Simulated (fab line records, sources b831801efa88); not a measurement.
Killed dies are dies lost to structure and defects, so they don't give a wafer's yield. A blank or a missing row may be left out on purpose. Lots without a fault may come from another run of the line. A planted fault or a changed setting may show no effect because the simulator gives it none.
Chamber matching | flow gf180mcu | GF_V5_CMP_04 on cmp-02: 4 sister chambers
The step polishes SiO2. 8 wafers are shown with their chamber, then 7 later ones without.

WAFERS WITH THEIR CHAMBER
wafer  | chamber | motor_current_A (A)
L075.3 | 3       | 10.9
L077.2 | 2       | 12.0
L077.5 | 0       | 11.4
L079.3 | 0       | 11.6
L079.5 | 1       | 14.0
L079.6 | 2       | 12.5
L088.1 | 1       | 14.2
L088.3 | 3       | 11.3

WAFERS WITHOUT THEIR CHAMBER
wafer  | motor_current_A (A)
L088.6 | 14.1
L089.3 | 11.5
L089.4 | 14.3
L089.6 | 10.9
L096.1 | 13.5
L096.2 | 11.6
L096.6 | 10.7

WHICH CHAMBER EACH WENT THROUGH
wafer  | from the rows above     | in truth
L088.6 | 1                       | 1
L089.3 | can't be placed: 0 or 3 | 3
L089.4 | 1                       | 1
L089.6 | can't be placed: 3 or 0 | 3
L096.1 | 1                       | 1
L096.2 | can't be placed: 0 or 3 | 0
L096.6 | can't be placed: 3 or 0 | 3
Placed correctly: 3 of 7. Can't be placed from these rows: 4 (the true chamber is among the candidates in 4). Placed wrongly: 0.
How it was worked out, from the rows above alone: a wafer's distance from a chamber is the root of the sum, over the readings, of the square of ((its reading less the chamber's mean) divided by the reading's scatter). The wafer belongs to the nearest chamber; if the next one is less than 2 further off, it can't be placed. A chamber's mean is the mean of its shown wafers. The scatter: the root of (the sum of the squares of (reading less its chamber's mean) over the shown wafers, divided by (wafers less chambers)).
